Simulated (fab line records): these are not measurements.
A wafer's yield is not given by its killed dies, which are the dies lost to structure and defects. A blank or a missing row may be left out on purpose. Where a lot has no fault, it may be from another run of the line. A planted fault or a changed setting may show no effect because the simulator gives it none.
Chamber matching    flow gf180mcu    4 sister chambers for GF_V1_CMP_04 on cmp-02
The step polishes SiO2. 14 wafers are shown with their chamber, then 6 later ones without.

EACH WAFER AND ITS CHAMBER
wafer   chamber  motor-current-A (A)  slurry-filter-dp-kPa (kPa)  time-to-endpoint-s (s)
L561.3  3        10.9                 13.51                       73
L561.5  3        10.8                 13.53                       82
L561.6  0        11.0                 13.67                       80
L563.1  0        11.6                 13.43                       70
L563.3  2        13.1                 13.43                       76
L563.4  3        10.5                 13.24                       80
L568.2  1        11.5                 13.72                       76
L568.4  0        11.8                 13.43                       78
L576.1  2        13.4                 13.46                       79
L576.2  0        11.7                 13.55                       81
L576.5  0        12.1                 13.47                       79
L577.1  1        11.8                 13.38                       81
L577.2  3        11.1                 13.60                       78
L577.3  2        12.8                 13.48                       77

SIGNATURES (means of the wafers above)
reading               chamber 0  chamber 1  chamber 2  chamber 3  scatter within a chamber
motor-current-A       11.640     11.650     13.100     10.825     0.326
slurry-filter-dp-kPa  13.5100    13.5500    13.4567    13.4700    0.133
time-to-endpoint-s    77.60      78.50      77.33      78.25      3.73
Rule: for each reading, subtract the chamber's mean from the wafer's reading, divide by that reading's scatter and square the result; add these up over the readings and take the root, which gives the wafer's distance from the chamber. If the next closest chamber is less than 2 further off than the closest, the wafer can't be placed; otherwise it belongs to the closest. The scatter: take each reading less its chamber's mean, square it, sum over the shown wafers, divide by the number of wafers less the number of chambers, and take the root.

WAFERS WITHOUT THEIR CHAMBER
wafer   motor-current-A (A)  slurry-filter-dp-kPa (kPa)  time-to-endpoint-s (s)
L579.3  11.7                 13.42                       72
L579.4  10.7                 13.42                       79
L579.5  13.1                 13.40                       80
L582.2  13.0                 13.50                       76
L582.3  11.4                 13.52                       76
L582.6  10.8                 13.22                       84

CHAMBER TAKEN BY EACH
wafer   from the rows above           in truth
L579.3  can't be placed: 0 or 1 or 3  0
L579.4  3                             3
L579.5  2                             2
L582.2  2                             2
L582.3  can't be placed: 0 or 1 or 3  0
L582.6  can't be placed: 3 or 0 or 1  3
Correct placement for 3 of the 6. These rows do not allow placing 3 (true chamber among the candidates in 3). Wrongly placed: 0.
